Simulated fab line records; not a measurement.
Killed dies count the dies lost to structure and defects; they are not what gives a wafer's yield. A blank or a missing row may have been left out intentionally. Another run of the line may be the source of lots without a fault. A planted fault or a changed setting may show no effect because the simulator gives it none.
Shared-tool check || flow gf180mcu || Sampled: 12 lots, 36 wafers

WHY IT WAS OPENED
At GF_VT_IMPLANT_TW_MEAS_21 the reading VT_IMPLANT_2_TW is flagged on 3 of 12 lots. Fault-free wafers read 1219, with a standard deviation of 8.3.
Rule: a lot is flagged when every wafer of it that has a number lies more than 4 standard deviations from that mean, or none has a number. The rest of the lots are taken to be sound.

{"lot": "L169", "measured": "day 6 12:47", "on": "filmMetro-03", "VT_IMPLANT_2_TW, wafer by wafer": "1217 1226 1216", "flag": ""}
{"lot": "L171", "measured": "day 7 00:08", "on": "filmMetro-01", "VT_IMPLANT_2_TW, wafer by wafer": "1233 1228 1232", "flag": ""}
{"lot": "L174", "measured": "day 7 18:40", "on": "filmMetro-04", "VT_IMPLANT_2_TW, wafer by wafer": "30 30 30", "flag": "FLAGGED"}
{"lot": "L175", "measured": "day 8 00:28", "on": "filmMetro-03", "VT_IMPLANT_2_TW, wafer by wafer": "30 30 30", "flag": "FLAGGED"}
{"lot": "L176", "measured": "day 8 07:58", "on": "filmMetro-03", "VT_IMPLANT_2_TW, wafer by wafer": "30 31 30", "flag": "FLAGGED"}
{"lot": "L177", "measured": "day 8 19:24", "on": "filmMetro-01", "VT_IMPLANT_2_TW, wafer by wafer": "1227 1230 1229", "flag": ""}
{"lot": "L180", "measured": "day 9 13:07", "on": "filmMetro-03", "VT_IMPLANT_2_TW, wafer by wafer": "1210 1217 1212", "flag": ""}
{"lot": "L182", "measured": "day 9 23:08", "on": "filmMetro-04", "VT_IMPLANT_2_TW, wafer by wafer": "1214 1216 1207", "flag": ""}
{"lot": "L187", "measured": "day 11 07:42", "on": "filmMetro-03", "VT_IMPLANT_2_TW, wafer by wafer": "1219 1219 1218", "flag": ""}
{"lot": "L188", "measured": "day 11 12:45", "on": "filmMetro-03", "VT_IMPLANT_2_TW, wafer by wafer": "1213 1217 1217", "flag": ""}
{"lot": "L189", "measured": "day 11 19:10", "on": "filmMetro-03", "VT_IMPLANT_2_TW, wafer by wafer": "1217 1214 1224", "flag": ""}
{"lot": "L191", "measured": "day 12 10:01", "on": "filmMetro-04", "VT_IMPLANT_2_TW, wafer by wafer": "1212 1208 1211", "flag": ""}
Flagged lots average 30: -1189 relative to the usual, that is -99 or more standard deviations.

EACH LOT AND THE TOOL IT RAN ON
Before the reading, the record contains 2 process steps out of a 602-step route. In each cell: the tool, then ch and the chambers that the sampled wafers went through, then the start.
{"lot": "L169", "flag": "", "GF_VT_IMPLANT_STRIP_09": "plasmaAsher-04 ch 1, day 5 21:46", "GF_VT_IMPLANT_STRIP_20": "plasmaAsher-02 ch 0,1, day 6 12:41"}
{"lot": "L171", "flag": "", "GF_VT_IMPLANT_STRIP_09": "plasmaAsher-02 ch 0,1, day 6 09:05", "GF_VT_IMPLANT_STRIP_20": "plasmaAsher-02 ch 0,1, day 7 00:03"}
{"lot": "L174", "flag": "FLAGGED", "GF_VT_IMPLANT_STRIP_09": "plasmaAsher-02 ch 0,1, day 7 03:16", "GF_VT_IMPLANT_STRIP_20": "plasmaAsher-04 ch 0,1, day 7 18:34"}
{"lot": "L175", "flag": "FLAGGED", "GF_VT_IMPLANT_STRIP_09": "plasmaAsher-04 ch 0,1, day 7 08:13", "GF_VT_IMPLANT_STRIP_20": "plasmaAsher-01 ch 0,1, day 8 00:23"}
{"lot": "L176", "flag": "FLAGGED", "GF_VT_IMPLANT_STRIP_09": "plasmaAsher-04 ch 0,1, day 7 15:30", "GF_VT_IMPLANT_STRIP_20": "plasmaAsher-01 ch 0,1, day 8 07:52"}
{"lot": "L177", "flag": "", "GF_VT_IMPLANT_STRIP_09": "plasmaAsher-02 ch 0,1, day 8 02:46", "GF_VT_IMPLANT_STRIP_20": "plasmaAsher-01 ch 0,1, day 8 19:18"}
{"lot": "L180", "flag": "", "GF_VT_IMPLANT_STRIP_09": "plasmaAsher-04 ch 0, day 8 19:36", "GF_VT_IMPLANT_STRIP_20": "plasmaAsher-04 ch 0,1, day 9 13:01"}
{"lot": "L182", "flag": "", "GF_VT_IMPLANT_STRIP_09": "plasmaAsher-04 ch 0,1, day 9 05:27", "GF_VT_IMPLANT_STRIP_20": "plasmaAsher-04 ch 0,1, day 9 23:02"}
{"lot": "L187", "flag": "", "GF_VT_IMPLANT_STRIP_09": "plasmaAsher-04 ch 0,1, day 10 13:06", "GF_VT_IMPLANT_STRIP_20": "plasmaAsher-01 ch 0,1, day 11 07:36"}
{"lot": "L188", "flag": "", "GF_VT_IMPLANT_STRIP_09": "plasmaAsher-02 ch 0,1, day 10 18:22", "GF_VT_IMPLANT_STRIP_20": "plasmaAsher-02 ch 0,1, day 11 12:39"}
{"lot": "L189", "flag": "", "GF_VT_IMPLANT_STRIP_09": "plasmaAsher-01 ch 0,1, day 11 00:10", "GF_VT_IMPLANT_STRIP_20": "plasmaAsher-01 ch 0,1, day 11 19:04"}
{"lot": "L191", "flag": "", "GF_VT_IMPLANT_STRIP_09": "plasmaAsher-02 ch 0,1, day 11 14:33", "GF_VT_IMPLANT_STRIP_20": "plasmaAsher-04 ch 1, day 12 09:54"}
What the steps here do:
- GF_VT_IMPLANT_STRIP_09: strips in O2/N2.
- GF_VT_IMPLANT_STRIP_20: strips in O2/N2.
- GF_VT_IMPLANT_TW_MEAS_21

FLAGGED OVER TOTAL, TOOL BY TOOL (the gauges that took the reading come last)
{"step": "GF_VT_IMPLANT_STRIP_09", "tool": "plasmaAsher-01", "lots run": 1, "flagged": 0, "share of the flagged lots": "none", "sound lots run after its first flagged lot": "-"}
{"step": "GF_VT_IMPLANT_STRIP_09", "tool": "plasmaAsher-02", "lots run": 5, "flagged": 1, "share of the flagged lots": "some", "sound lots run after its first flagged lot": "3 (L177,L188,L191)"}
{"step": "GF_VT_IMPLANT_STRIP_09", "tool": "plasmaAsher-04", "lots run": 6, "flagged": 2, "share of the flagged lots": "some", "sound lots run after its first flagged lot": "3 (L180,L182,L187)"}
{"step": "GF_VT_IMPLANT_STRIP_20", "tool": "plasmaAsher-01", "lots run": 5, "flagged": 2, "share of the flagged lots": "some", "sound lots run after its first flagged lot": "3 (L177,L187,L189)"}
{"step": "GF_VT_IMPLANT_STRIP_20", "tool": "plasmaAsher-02", "lots run": 3, "flagged": 0, "share of the flagged lots": "none", "sound lots run after its first flagged lot": "-"}
{"step": "GF_VT_IMPLANT_STRIP_20", "tool": "plasmaAsher-04", "lots run": 4, "flagged": 1, "share of the flagged lots": "some", "sound lots run after its first flagged lot": "3 (L180,L182,L191)"}
{"step": "GF_VT_IMPLANT_TW_MEAS_21", "tool": "filmMetro-01", "lots run": 2, "flagged": 0, "share of the flagged lots": "none", "sound lots run after its first flagged lot": "-"}
{"step": "GF_VT_IMPLANT_TW_MEAS_21", "tool": "filmMetro-03", "lots run": 7, "flagged": 2, "share of the flagged lots": "some", "sound lots run after its first flagged lot": "4 (L180,L187,L188,L189)"}
{"step": "GF_VT_IMPLANT_TW_MEAS_21", "tool": "filmMetro-04", "lots run": 3, "flagged": 1, "share of the flagged lots": "some", "sound lots run after its first flagged lot": "2 (L182,L191)"}

WHAT IS ALLOWED BY THE TABLE
No row of the table ran every flagged lot.

WHAT WAS PUT IN BY THE SIMULATOR
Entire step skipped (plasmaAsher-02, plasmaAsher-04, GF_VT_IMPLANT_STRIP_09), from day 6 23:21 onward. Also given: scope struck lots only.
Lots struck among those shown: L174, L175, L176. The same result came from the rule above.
